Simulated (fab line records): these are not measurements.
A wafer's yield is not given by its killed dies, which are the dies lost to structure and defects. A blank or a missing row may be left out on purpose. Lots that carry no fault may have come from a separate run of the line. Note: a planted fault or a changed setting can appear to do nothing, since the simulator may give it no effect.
A single fault, viewed from 2 desks || flow gf180mcu || what lay behind the numbers comes last; until then each desk has only its own

METROLOGY DESK
What the gauges read for every lot (on any tool): the sampled wafers with a number, averaged. Any lot whose mean is over 4 standard deviations away from the usual mean is out of limits and marked OUT; that distance is given in the brackets.
Columns: A = V5_W_RS at GF_V5_RS_MEAS_24, usual 0.327 ohm/sq; B = PASSIVATION_CVD_02_THK at GF_PASSIVATION_THK_MEAS_03, usual 701 nm
{"lot": "L577", "first seen here": "day 27 20:34", "A": 0.328, "B": 716}
{"lot": "L579", "first seen here": "day 28 16:48", "A": 0.327, "B": 697}
{"lot": "L580", "first seen here": "day 28 23:07", "A": 0.324, "B": 712}
{"lot": "L582", "first seen here": "day 29 10:02", "A": 0.326, "B": 721}
{"lot": "L583", "first seen here": "day 30 01:17", "A": 0.331, "B": 701}
{"lot": "L589", "first seen here": "day 31 21:07", "A": 0.331, "B": 708}
{"lot": "L591", "first seen here": "day 32 07:52", "A": 0.335, "B": 698}
{"lot": "L593", "first seen here": "day 32 19:59", "A": 0.319, "B": 701}
{"lot": "L592", "first seen here": "day 32 21:01", "A": 0.333, "B": 694}
{"lot": "L595", "first seen here": "day 33 03:09", "A": 0.326, "B": 702}
{"lot": "L596", "first seen here": "day 33 06:31", "A": 0.324, "B": 707}
{"lot": "L597", "first seen here": "day 33 15:19", "A": 0.328, "B": 690}
{"lot": "L598", "first seen here": "day 33 18:30", "A": 0.321, "B": 691}
Result from this desk: across the 13 lots, nothing is out of limits.

AT THE TOOL OWNER'S DESK: pecvd-01
The tool's own readings at GF_PASSIVATION_CVD_00 (deposits SiO2 from TEOS, target thk 1000 nm, time 111.95 s): means of the sampled wafers that have a number, for each lot that ran on this tool. Any lot whose mean is over 4 standard deviations away from the usual mean is out of limits and marked OUT; that distance is given in the brackets.
Columns: A = heaterPowerW at GF_PASSIVATION_CVD_00, usual 617 W; B = rfFwdPowerW at GF_PASSIVATION_CVD_00, usual 597.1 W
{"lot": "L580", "first seen here": "day 29 18:20", "A": 521, "B": 595.1}
{"lot": "L582", "first seen here": "day 30 06:44", "A": 571, "B": "692.0 (+50) OUT"}
{"lot": "L583", "first seen here": "day 30 21:30", "A": 592, "B": "693.2 (+51) OUT"}
{"lot": "L593", "first seen here": "day 33 13:37", "A": 558, "B": 598.7}
{"lot": "L596", "first seen here": "day 33 23:53", "A": 540, "B": 598.8}
{"lot": "L598", "first seen here": "day 34 11:46", "A": 536, "B": 595.7}
This desk's finding: out of limits on L582, L583; first on L582, day 30 06:44 (rfFwdPowerW at GF_PASSIVATION_CVD_00). L580, L593, L596, L598: within limits.

TAKEN TOGETHER
At day 30 06:44, on L582, L583, the tool owner's desk was in a position to raise an alarm.
Metrology desk: nothing out of limits seen.
The metrology desk holds a record of L582, L583, inside its limits.
On pecvd-01, each named lot ran GF_PASSIVATION_CVD_00.

WHAT THE SIMULATOR HAD INSERTED
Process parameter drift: pecvd-01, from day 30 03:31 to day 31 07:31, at GF_PASSIVATION_CVD_00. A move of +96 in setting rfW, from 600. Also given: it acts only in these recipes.
Shown lots that were struck: L582, L583.
Delay in hours, fault start to first out-of-limits reading, by desk: the tool owner's desk at 3.
